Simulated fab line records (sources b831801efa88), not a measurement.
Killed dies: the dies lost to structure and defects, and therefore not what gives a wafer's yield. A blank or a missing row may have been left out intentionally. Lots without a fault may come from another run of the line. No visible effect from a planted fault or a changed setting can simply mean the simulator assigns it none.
fab line records + flow sky130
record:
- lots: 6
- wafers: 18
- last-day: 50
route steps=708 shown CAP2M@620 METAL4@621 PAD_OPEN@708
lots that met no fault: from a run of the same line without faults
start-h: hours from the record's opening day to when the first of the lot's shown wafers began + wait-h: hours from the lot's prior step to this one + " same as the row above + L1.1+2: one row covering several wafers at once + - either no value or no given start + * or withheld: withheld + < > ~ a bound
route shown NAME@n: names a module that has steps shown in the file, with the first one's number in the route + usual: mean and standard deviation over wafers with no fault + same: alike in all rows + chamber/n: place in a boat + sites: readings site by site + _std_site: the values' standard deviation + _edge_site: mean of outer sites minus mean of inner sites + radius-mm: how far each site lies from the wafer's centre + mask NAME#n: copy n + behind: tool/chamber where the wafer was last shaped + hold: cause of the lot's hold/its duration in hours/its outcome + device: whichever transistor did not switch (one of n, p or np) + end of line: tests run on the same wafers once the route is complete + step lacking rows: just its recipe + killed: the dies lost at the first sort to structure and to defects; this is not the yield of the wafer + map: a wafer's dies, marking killed ones x, the rest . and places with no die _
set.NAME: the run value of the setting; set.NAME@STEP: its run value at that earlier step + model.NAME: the simulator's own value behind a step, which no gauge read
a table for each step, a row for each wafer; lots at some steps of the route
services: when a tool's chamber went out of use (start-h, in hours from the record's first day, below 0 if earlier), for how many hours, and the reason
== steps ==
step: SKY_CAP2M_CLEAN_17
recipe:
- chemistry: O3/DIW
- dry: n2-spin
step: SKY_METAL4_DEHYDRATE_05
recipe:
- temp-c: 200
- time-s: 60
step: SKY_METAL4_HMDS_06
recipe:
- prime-time-s: 60
- prime-temp-c: 120
step: SKY_METAL4_COAT_07
recipe:
- resist: BARC
- temp-c: withheld
- time-s: withheld
- spin-rpm: 3000
- resist-thk-nm: 60
step: SKY_METAL4_COAT_08
recipe:
- resist: KrF-thick
- spin-rpm: 3000
- resist-thk-nm: 1140
step: SKY_METAL4_SOFTBAKE_09
recipe:
- temp-c: 100
- time-s: 90
- resist: KrF-thick
step: SKY_METAL4_EXPOSE_10
recipe:
- mask-id: MM4
- na: 0.68
- source-shape: annular
- sigma-inner: 0.4
- sigma-outer: 0.8
- target-cd-nm: 300
- dose-mj: 28
step: SKY_METAL4_PEB_11
recipe:
- peb-temp-c: withheld
- peb-time-s: withheld
- resist: KrF-thick
step: SKY_METAL4_DEVELOP_12
recipe:
- develop-time-s: 60
- resist: KrF-thick
- dev-temp-c: 21
step: SKY_METAL4_CD_MEAS_13
recipe:
- target-cd-nm: 300
usual:
- cd-nm: 299.5/1.5
| lot.wafer | tool      | chamber | start-h | wait-h | cd-nm |
|-----------|-----------|---------|---------|--------|-------|
| L321.3    | cd-sem-01 | -       | 991.92  | -      | 300.1 |
| L321.5    | "         | -       | "       | "      | 299.2 |
| L321.6    | "         | -       | "       | "      | 300.7 |
| L325.2    | cd-sem-02 | -       | 1024.98 | -      | 295.7 |
| L325.3    | "         | -       | "       | "      | 297.4 |
| L325.5    | "         | -       | "       | "      | 298.5 |
| L327.1    | cd-sem-02 | -       | 1035.27 | -      | 297.7 |
| L327.3    | "         | -       | "       | "      | 297.2 |
| L327.4    | "         | -       | "       | "      | 298.7 |
| L332.3    | cd-sem-01 | -       | 1069.60 | -      | 299.2 |
| L332.4    | "         | -       | "       | "      | 298.1 |
| L332.6    | "         | -       | "       | "      | 297.8 |
| L335.2    | cd-sem-02 | -       | 1088.44 | -      | 300.1 |
| L335.3    | "         | -       | "       | "      | 300.2 |
| L335.5    | "         | -       | "       | "      | 300.6 |
| L341.1    | cd-sem-02 | -       | 1123.31 | -      | 298.6 |
| L341.3    | "         | -       | "       | "      | 299.4 |
| L341.4    | "         | -       | "       | "      | 298.8 |
step: SKY_METAL4_OVL_MEAS_14
usual:
- METAL4_OVL: -1/5.7
| lot.wafer | tool       | chamber | start-h | wait-h | METAL4_OVL[nm] |
|-----------|------------|---------|---------|--------|----------------|
| L321.3    | overlay-02 | -       | 992.01  | 0.1    | -2             |
| L321.5    | "          | -       | "       | "      | 2              |
| L321.6    | "          | -       | "       | "      | 1              |
| L325.2    | overlay-02 | -       | 1025.08 | 0.1    | 2              |
| L325.3    | "          | -       | "       | "      | -5             |
| L325.5    | "          | -       | "       | "      | -2             |
| L327.1    | overlay-02 | -       | 1035.39 | 0.1    | -5             |
| L327.3    | "          | -       | "       | "      | -4             |
| L327.4    | "          | -       | "       | "      | -5             |
| L332.3    | overlay-01 | -       | 1069.69 | 0.1    | 9              |
| L332.4    | "          | -       | "       | "      | 12             |
| L332.6    | "          | -       | "       | "      | 4              |
| L335.2    | overlay-02 | -       | 1088.55 | 0.1    | 0              |
| L335.3    | "          | -       | "       | "      | -6             |
| L335.5    | "          | -       | "       | "      | 9              |
| L341.1    | overlay-02 | -       | 1123.43 | 0.1    | -4             |
| L341.3    | "          | -       | "       | "      | 0              |
| L341.4    | "          | -       | "       | "      | -9             |
step: SKY_METAL4_DESCUM_15
recipe:
- chemistry: O2
- source-power-w: 150
- bias-power-w: 0
- pressure-mtorr: 10
- temp-c: 40
- time-s: 8
usual:
- drypump-motor-current-A: 5.7/0.57
- oes-product-au: 0.995/0.0099
- rf-fwd-power-W: 146.7/0.57
| lot.wafer | tool         | chamber | start-h | wait-h | drypump-motor-current-A | oes-product-au | rf-fwd-power-W | rf-hours-counter-h |
|-----------|--------------|---------|---------|--------|-------------------------|----------------|----------------|--------------------|
| L321.3    | rie-metal-04 | 1       | 992.04  | 0.0    | 5.3                     | 1.000          | 146.8          | -                  |
| L321.5    | "            | 1       | "       | "      | 5.3                     | 0.997          | 146.5          | -                  |
| L321.6    | "            | 0       | "       | "      | 6.3                     | 0.977          | 145.5          | -                  |
| L325.2    | rie-metal-03 | 0       | 1025.11 | 0.0    | 6.8                     | 1.001          | 147.5          | 18                 |
| L325.3    | "            | 0       | "       | "      | 6.8                     | 1.000          | 147.6          | -                  |
| L325.5    | "            | 1       | "       | "      | 5.4                     | 0.993          | 147.3          | -                  |
| L327.1    | rie-metal-04 | 0       | 1035.43 | 0.0    | 6.3                     | 0.982          | 146.2          | 17                 |
| L327.3    | "            | 0       | "       | "      | 6.3                     | 0.976          | 146.2          | -                  |
| L327.4    | "            | 1       | "       | "      | 5.3                     | 1.005          | 147.3          | -                  |
| L332.3    | rie-metal-04 | 0       | 1069.72 | 0.0    | 6.3                     | 0.993          | 146.5          | -                  |
| L332.4    | "            | 1       | "       | "      | 5.3                     | 1.018          | 146.6          | -                  |
| L332.6    | "            | 1       | "       | "      | 5.3                     | 1.012          | 147.2          | -                  |
| L335.2    | rie-metal-02 | 0       | 1088.58 | 0.0    | 5.7                     | 0.989          | 146.2          | 5                  |
| L335.3    | "            | 0       | "       | "      | 5.7                     | 0.996          | 146.3          | -                  |
| L335.5    | "            | 1       | "       | "      | 5.1                     | 0.989          | 147.0          | -                  |
| L341.1    | rie-metal-03 | 0       | 1123.46 | 0.0    | 6.8                     | 0.993          | 147.4          | 25                 |
| L341.3    | "            | 0       | "       | "      | 6.8                     | 0.994          | 147.9          | -                  |
| L341.4    | "            | 1       | "       | "      | 5.5                     | 1.000          | 146.8          | -                  |
step: SKY_METAL4_ETCH_16
recipe:
- chemistry: N2/H2
- target: BARC
- ion-energy-ev: 200
- bias-w: 100
- pressure-mtorr: 30
- n2-flow-sccm: 100
- h2-flow-sccm: 200
- icp-w: 500
- stop-on: SiO2
- time-s: 88.2
- target-depth-a: 600
usual:
- bias-w: 100.06/0.26
- drypump-motor-current-A: 5.7/0.57
- oes-product-au: 0.626/0.0045
- rf-fwd-power-W: 496.2/1.5
- throttle-valve-pct: 13.205/0.0084
| lot.wafer | tool         | chamber | start-h | wait-h | bias-w | drypump-motor-current-A | oes-product-au | rf-fwd-power-W | rf-hours-counter-h | throttle-valve-pct | model.KrF-thick_of_METAL4_COAT_08.thk-nm | model.METAL4.cd-nm | model.SiO2_of_CAP2M_CVD_00.thk-nm |
|-----------|--------------|---------|---------|--------|--------|-------------------------|----------------|----------------|--------------------|--------------------|------------------------------------------|--------------------|-----------------------------------|
| L321.3    | rie-metal-04 | 1       | 992.10  | 0.0    | 99.77  | 5.3                     | 0.621          | 499.1          | -                  | 13.197             | 1069                                     | 300.3              | 15.34                             |
| L321.5    | "            | 1       | "       | "      | 100.66 | 5.3                     | 0.626          | 498.7          | -                  | 13.211             | 1069                                     | 300.7              | 15.66                             |
| L321.6    | "            | 0       | "       | "      | 100.37 | 6.3                     | 0.624          | 494.6          | -                  | 13.212             | 1072                                     | 300.4              | 15.62                             |
| L325.2    | rie-metal-03 | 0       | 1025.14 | 0.0    | 100.42 | 6.8                     | 0.626          | 494.1          | 18                 | 13.226             | 1069                                     | 295.7              | 15.55                             |
| L325.3    | "            | 0       | "       | "      | 100.36 | 6.9                     | 0.626          | 495.0          | -                  | 13.197             | 1069                                     | 296.7              | 15.44                             |
| L325.5    | "            | 1       | "       | "      | 100.49 | 5.5                     | 0.617          | 495.7          | -                  | 13.201             | 1072                                     | 297.5              | 15.88                             |
| L327.1    | rie-metal-04 | 0       | 1035.46 | 0.0    | 100.22 | 6.3                     | 0.621          | 574.0          | 17                 | 13.207             | 1077                                     | 294.6              | 15.18                             |
| L327.3    | "            | 0       | "       | "      | 100.39 | 6.3                     | 0.629          | 575.7          | -                  | 13.207             | 1074                                     | 295.1              | 14.84                             |
| L327.4    | "            | 1       | "       | "      | 100.18 | 5.3                     | 0.632          | 496.4          | -                  | 13.201             | 1080                                     | 301.6              | 15.95                             |
| L332.3    | rie-metal-04 | 0       | 1069.78 | 0.0    | 100.06 | 6.3                     | 0.617          | 575.8          | -                  | 13.205             | 1076                                     | 297.2              | 15.32                             |
| L332.4    | "            | 1       | "       | "      | 100.02 | 5.3                     | 0.622          | 496.1          | -                  | 13.193             | 1081                                     | 300                | 15.53                             |
| L332.6    | "            | 1       | "       | "      | 100.27 | 5.3                     | 0.629          | 495.4          | -                  | 13.200             | 1077                                     | 300.3              | 15.65                             |
| L335.2    | rie-metal-02 | 0       | 1088.61 | 0.0    | 100.41 | 5.7                     | 0.632          | 493.2          | 5                  | 13.210             | 1079                                     | 300.2              | 15.3                              |
| L335.3    | "            | 0       | "       | "      | 100.08 | 5.7                     | 0.621          | 495.8          | -                  | 13.199             | 1079                                     | 301.4              | 15.51                             |
| L335.5    | "            | 1       | "       | "      | 99.65  | 5.1                     | 0.623          | 496.0          | -                  | 13.213             | 1080                                     | 301.6              | 15.46                             |
| L341.1    | rie-metal-03 | 0       | 1123.50 | 0.0    | 99.82  | 6.8                     | 0.623          | 496.1          | 25                 | 13.212             | 1071                                     | 298                | 15.33                             |
| L341.3    | "            | 0       | "       | "      | 100.39 | 6.8                     | 0.631          | 497.0          | -                  | 13.212             | 1076                                     | 298.7              | 15.01                             |
| L341.4    | "            | 1       | "       | "      | 100.15 | 5.5                     | 0.623          | 494.8          | -                  | 13.205             | 1075                                     | 298.2              | 15.25                             |
step: SKY_METAL4_ETCH_17
recipe:
- target: SiO2
- stop-on: TiN
- chemistry: C4F8/O2/Ar
- source-w: 1500
- bias-w: 1200
- pressure-mtorr: 40
- c4f8-flow-sccm: withheld
- O2_flow_sccm: 6
- Ar_flow_sccm: 300
- time-s: 3.9
- target-depth-a: 150
usual:
- bias-w: 1200/3.2
- oes-product-au: 0.754/0.0065
- rf-fwd-power-W: 1471/8.2
| lot.wafer | tool        | chamber | start-h | wait-h | bias-w | oes-product-au | rf-fwd-power-W | rf-hours-counter-h | model.METAL4.cd-nm | model.etch.depth-nm |
|-----------|-------------|---------|---------|--------|--------|----------------|----------------|--------------------|--------------------|---------------------|
| L321.3    | rie-diel-04 | 2       | 992.16  | 0.0    | 1199   | 0.753          | 1472           | 9                  | 300.3              | 15.34               |
| L321.5    | "           | 0       | "       | "      | 1198   | 0.759          | 1478           | -                  | 300.6              | 15.66               |
| L321.6    | "           | 1       | "       | "      | 1206   | 0.753          | 1454           | -                  | 300.3              | 15.62               |
| L325.2    | rie-diel-02 | 1       | 1025.24 | 0.1    | 1204   | 0.752          | 1467           | 16                 | 295.7              | 15.55               |
| L325.3    | "           | 3       | "       | "      | 1201   | 0.750          | 1472           | 17                 | 296.8              | 15.44               |
| L325.5    | "           | 0       | "       | "      | 1200   | 0.758          | 1458           | -                  | 297.5              | 15.88               |
| L327.1    | rie-diel-02 | 3       | 1035.56 | 0.1    | 1197   | 0.751          | 1472           | 17                 | 294.6              | 15.18               |
| L327.3    | "           | 1       | "       | "      | 1204   | 0.739          | 1476           | 16                 | 295.1              | 14.84               |
| L327.4    | "           | 2       | "       | "      | 1198   | 0.769          | 1461           | 12                 | 301.5              | 15.95               |
| L332.3    | rie-diel-04 | 2       | 1069.84 | 0.0    | 1202   | 0.753          | 1463           | 12                 | 297.2              | 15.32               |
| L332.4    | "           | 0       | "       | "      | 1202   | 0.761          | 1479           | 12                 | 300                | 15.53               |
| L332.6    | "           | 3       | "       | "      | 1202   | 0.756          | 1477           | -                  | 300.3              | 15.65               |
| L335.2    | rie-diel-04 | 1       | 1088.71 | 0.1    | 1200   | 0.748          | 1462           | 1                  | 300.3              | 15.3                |
| L335.3    | "           | 0       | "       | "      | 1203   | 0.757          | 1480           | 13                 | 301.4              | 15.51               |
| L335.5    | "           | 3       | "       | "      | 1199   | 0.753          | 1472           | -                  | 301.6              | 15.46               |
| L341.1    | rie-diel-04 | 3       | 1123.59 | 0.1    | 1201   | 0.755          | 1489           | 10                 | 297.9              | 15.33               |
| L341.3    | "           | 2       | "       | "      | 1204   | 0.739          | 1471           | 13                 | 298.8              | 15.01               |
| L341.4    | "           | 1       | "       | "      | 1203   | 0.747          | 1462           | 2                  | 298.2              | 15.25               |
step: SKY_METAL4_METAL_ETCH_18
recipe:
- target-depth-a: 8450
- stop-on: SiO2
- over-etch-frac: 0.3
- time-s: 183.1
- chemistry: Cl2/BCl3
- resist-sidewall-deg: 88
- pressure-mtorr: 10
- icp-w: 900
- bias-w: 48.5
- Cl2_flow_sccm: 60
- bcl3-flow-sccm: 30
usual:
- bias-w: 48.52/0.14
- drypump-motor-current-A: 5.7/0.59
- oes-product-au: 0.866/0.0054
- rf-fwd-power-W: 896.4/2.7
- throttle-valve-pct: 22.265/0.0096
| lot.wafer | tool         | chamber | start-h | wait-h | bias-w | drypump-motor-current-A | oes-product-au | rf-fwd-power-W | rf-hours-counter-h | throttle-valve-pct |
|-----------|--------------|---------|---------|--------|--------|-------------------------|----------------|----------------|--------------------|--------------------|
| L321.3    | rie-metal-02 | 1       | 992.24  | 0.1    | 48.55  | 5.1                     | 0.864          | 895.0          | -                  | 22.254             |
| L321.5    | "            | 0       | "       | "      | 48.43  | 5.7                     | 0.867          | 894.6          | -                  | 22.278             |
| L321.6    | "            | 1       | "       | "      | 48.66  | 5.1                     | 0.854          | 897.2          | -                  | 22.271             |
| L325.2    | rie-metal-04 | 0       | 1025.26 | 0.0    | 48.61  | 6.3                     | 0.870          | 892.1          | 17                 | 22.262             |
| L325.3    | "            | 1       | "       | "      | 48.46  | 5.3                     | 0.868          | 896.0          | -                  | 22.267             |
| L325.5    | "            | 0       | "       | "      | 48.47  | 6.3                     | 0.867          | 893.9          | -                  | 22.262             |
| L327.1    | rie-metal-03 | 0       | 1035.58 | 0.0    | 48.35  | 6.8                     | 0.863          | 896.7          | 19                 | 22.251             |
| L327.3    | "            | 0       | "       | "      | 48.45  | 6.8                     | 0.864          | 894.8          | -                  | 22.264             |
| L327.4    | "            | 1       | "       | "      | 48.40  | 5.4                     | 0.863          | 895.9          | -                  | 22.258             |
| L332.3    | rie-metal-02 | 0       | 1069.98 | 0.1    | 48.41  | 5.7                     | 0.854          | 892.6          | -                  | 22.278             |
| L332.4    | "            | 0       | "       | "      | 48.36  | 5.7                     | 0.863          | 895.3          | -                  | 22.254             |
| L332.6    | "            | 0       | "       | "      | 48.33  | 5.7                     | 0.864          | 893.1          | -                  | 22.267             |
| L335.2    | rie-metal-04 | 0       | 1088.73 | 0.0    | 48.50  | 6.3                     | 0.856          | 895.5          | 20                 | 22.276             |
| L335.3    | "            | 0       | "       | "      | 48.53  | 6.3                     | 0.875          | 892.1          | -                  | 22.267             |
| L335.5    | "            | 0       | "       | "      | 48.53  | 6.3                     | 0.860          | 893.3          | -                  | 22.267             |
| L341.1    | rie-metal-04 | 0       | 1123.61 | 0.0    | 48.50  | 6.3                     | 0.872          | 896.4          | 23                 | 22.249             |
| L341.3    | "            | 0       | "       | "      | 48.53  | 6.3                     | 0.865          | 896.6          | -                  | 22.272             |
| L341.4    | "            | 1       | "       | "      | 48.43  | 5.3                     | 0.864          | 895.7          | -                  | 22.270             |
step: SKY_PAD_OPEN_PROBE_99
usual:
- defect-limited-yield: 82.1/1.9
- killed_at_M0_to_M3: 44/7.3
- killed_at_M4_up: 3.5/1.8
- killed-at-contacts: 24/5.8
- killed-at-front-end: 16/4.3
- killed-at-other: 0.5/0.68
- killed-dies: 88/9.4
- killed-open: 48/6.8
- killed-short: 40/6.1
- sort_bin_3_pad_short: 0.9/0.39
- sort_bin_5_function: 10.5/1.4
- sort_bin_6_memory: 6.4/1.1
- sort-n-pass: 404/9.4
- sort-yield-pct: 82.1/1.9
same:
- gross-dies: 492
- killed-at-back-side: 0
- sort_bin_4_leakage[%]: 0
- sort_bin_8_speed[%]: 0
| lot.wafer | tool      | chamber | start-h | wait-h | defect-limited-yield[%] | killed_at_M0_to_M3 | killed_at_M4_up | killed-at-contacts | killed-at-front-end | killed-at-other | killed-dies | killed-open | killed-short | sort_bin_3_pad_short[%] | sort_bin_5_function[%] | sort_bin_6_memory[%] | sort-n-pass | sort-yield-pct[%] |
|-----------|-----------|---------|---------|--------|-------------------------|--------------------|-----------------|--------------------|---------------------|-----------------|-------------|-------------|--------------|-------------------------|------------------------|----------------------|-------------|-------------------|
| L321.3    | prober-01 | -       | 1087.13 | 0.2    | 82.5                    | 37                 | 3               | 29                 | 16                  | 1               | 86          | 53          | 33           | 0.6                     | 10.4                   | 6.5                  | 406         | 82.5              |
| L321.5    | prober-01 | -       | 1087.23 | 0.2    | 85.8                    | 40                 | 0               | 19                 | 10                  | 1               | 70          | 43          | 27           | 0.8                     | 8.3                    | 5.1                  | 422         | 85.8              |
| L321.6    | prober-01 | -       | 1087.28 | 0.2    | 82.7                    | 41                 | 1               | 28                 | 14                  | 1               | 85          | 47          | 38           | 1.0                     | 10.2                   | 6.1                  | 407         | 82.7              |
| L327.1    | prober-02 | -       | 1125.27 | 0.1    | 81.3                    | 48                 | 2               | 21                 | 21                  | 0               | 92          | 56          | 36           | 1.2                     | 11.6                   | 5.9                  | 400         | 81.3              |
| L327.3    | prober-02 | -       | 1125.37 | 0.2    | 84.6                    | 47                 | 1               | 15                 | 12                  | 1               | 76          | 44          | 32           | 2.2                     | 8.9                    | 4.3                  | 416         | 84.6              |
| L327.4    | prober-02 | -       | 1125.42 | 0.2    | 80.7                    | 54                 | 6               | 16                 | 19                  | 0               | 95          | 44          | 50           | 1.6                     | 9.6                    | 8.1                  | 397         | 80.7              |
| L332.3    | prober-02 | -       | 1153.84 | 0.2    | 79.7                    | 41                 | 3               | 30                 | 26                  | 0               | 100         | 61          | 39           | 1.0                     | 10.6                   | 8.7                  | 392         | 79.7              |
| L332.4    | prober-02 | -       | 1153.89 | 0.2    | 80.9                    | 42                 | 2               | 26                 | 24                  | 0               | 94          | 46          | 48           | 0.4                     | 12.8                   | 5.9                  | 398         | 80.9              |
| L332.6    | prober-02 | -       | 1153.99 | 0.2    | 81.3                    | 43                 | 3               | 25                 | 20                  | 1               | 92          | 50          | 41           | 0.4                     | 11.6                   | 6.7                  | 400         | 81.3              |
killed by level:class
L321.3 CONTACT:geometric-particle:open=12 VIA1:geometric-particle:open=10 METAL2:geometric-particle:short=7 POLY_GATE:geometric-particle:open=6 LI_CONTACT:geometric-particle:open=5 VIA2:geometric-particle:open=5 LI_CONTACT:geometric-particle:short=4 FIELD_ISO:geometric-particle:short=3
L321.5 VIA3:geometric-particle:open=10 CONTACT:geometric-particle:open=9 VIA1:geometric-particle:open=9 LI_CONTACT:geometric-particle:open=4 VIA2:geometric-particle:open=4 VIA1:geometric-particle:short=3 LI_CONTACT:geometric-particle:short=3 METAL2:geometric-particle:short=3
L321.6 CONTACT:geometric-particle:open=9 METAL2:geometric-particle:short=9 VIA1:geometric-particle:open=8 LI_CONTACT:geometric-particle:open=7 METAL1:geometric-particle:short=7 POLY_GATE:geometric-particle:short=4 METAL1:geometric-particle:open=4 LOCAL_INTERCONNECT:geometric-particle:open=4
L327.1 VIA1:geometric-particle:open=11 CONTACT:geometric-particle:open=9 VIA3:geometric-particle:open=7 POLY_GATE:geometric-particle:open=5 POLY_GATE:geometric-particle:short=5 LI_CONTACT:geometric-particle:open=5 VIA1:geometric-particle:short=5 VIA2:geometric-particle:open=5
L327.3 VIA1:geometric-particle:open=15 VIA3:geometric-particle:open=8 CONTACT:geometric-particle:open=7 METAL2:geometric-particle:short=5 FIELD_ISO:geometric-particle:short=4 VIA3:geometric-particle:short=4 FIELD_ISO:geometric-particle:open=3 LI_CONTACT:geometric-particle:open=3
L327.4 METAL1:geometric-particle:short=9 VIA3:geometric-particle:open=8 METAL2:geometric-particle:short=7 VIA1:geometric-particle:open=7 FIELD_ISO:geometric-particle:open=6 METAL4:geometric-particle:short=6 VIA2:geometric-particle:open=6 POLY_GATE:geometric-particle:short=5
L332.3 CONTACT:geometric-particle:open=12 LI_CONTACT:geometric-particle:open=11 VIA1:geometric-particle:open=8 METAL1:geometric-particle:short=7 POLY_GATE:geometric-particle:short=7 FIELD_ISO:geometric-particle:open=6 METAL2:geometric-particle:short=6 VIA2:geometric-particle:open=6
L332.4 CONTACT:geometric-particle:open=8 VIA1:geometric-particle:open=8 METAL2:geometric-particle:short=8 POLY_GATE:geometric-particle:open=7 LI_CONTACT:geometric-particle:open=7 LOCAL_INTERCONNECT:geometric-particle:short=6 FIELD_ISO:geometric-particle:short=5 POLY_GATE:geometric-particle:short=5
L332.6 METAL1:geometric-particle:short=8 LI_CONTACT:geometric-particle:open=8 VIA1:geometric-particle:open=8 CONTACT:geometric-particle:open=6 VIA2:geometric-particle:open=6 FIELD_ISO:geometric-particle:open=5 CONTACT:geometric-particle:short=5 VIA3:geometric-particle:open=5
== services ==
| tool         | chamber | start-h | hours | kind           |
|--------------|---------|---------|-------|----------------|
| rie-metal-03 | -       | 995.05  | 15.6  | pm             |
| rie-diel-02  | 1       | 1007.21 | 2.4   | repair         |
| rie-metal-02 | 0       | 1014.23 | -     | clean          |
| rie-metal-02 | 0       | 1014.23 | 21.5  | scheduled-down |
| rie-metal-02 | 0       | 1014.23 | 21.5  | vent-cycle     |
| rie-diel-02  | 0       | 1017.41 | 1.6   | repair         |
| rie-diel-02  | -       | 1019.78 | 1.1   | repair         |
| rie-metal-02 | -       | 1037.74 | 2.8   | pm             |
| rie-diel-04  | 1       | 1043.33 | -     | clean          |
| rie-diel-04  | 1       | 1043.33 | 11.5  | scheduled-down |
| rie-diel-04  | 1       | 1043.33 | 11.5  | vent-cycle     |
| rie-diel-04  | 2       | 1049.93 | 6.1   | repair         |
| rie-metal-02 | 1       | 1068.34 | 19.5  | repair         |
| rie-metal-03 | 0       | 1080.82 | 9.5   | repair         |
| rie-diel-02  | 1       | 1089.04 | 24.3  | repair         |
| rie-diel-04  | 1       | 1089.74 | 7.3   | repair         |
| rie-metal-03 | 0       | 1113.90 | 2.3   | repair         |
== key ==
first-sign:
- step: SKY_METAL4_ETCH_16
- reading: rf-fwd-power-W
- direction: up
- sigmas: 54
- usual: 496.2
- struck: 575.2
effect none on later readings
model-effect:
- step: SKY_METAL4_ETCH_16
- value: KrF-thick_of_METAL4_COAT_08.thk-nm
- without: 1083
- struck: 1076
model-effect:
- step: SKY_METAL4_ETCH_17
- value: METAL4.cd-nm
- without: 298.3
- struck: 295.7
met-at SKY_METAL4_ETCH_16
struck-wafers L327.1,L327.3,L332.3
onset-between 992.10 1035.46
fault:
- kind: process-parameter-drift
- tool: rie-metal-04
- chamber: 0
- onset-h: 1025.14
- steps: SKY_METAL4_ETCH_16
- channel: icp-w
- offset: 80
- shape: step
- end-h: 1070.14
- acts-in: these-recipes-only
- stated: 500
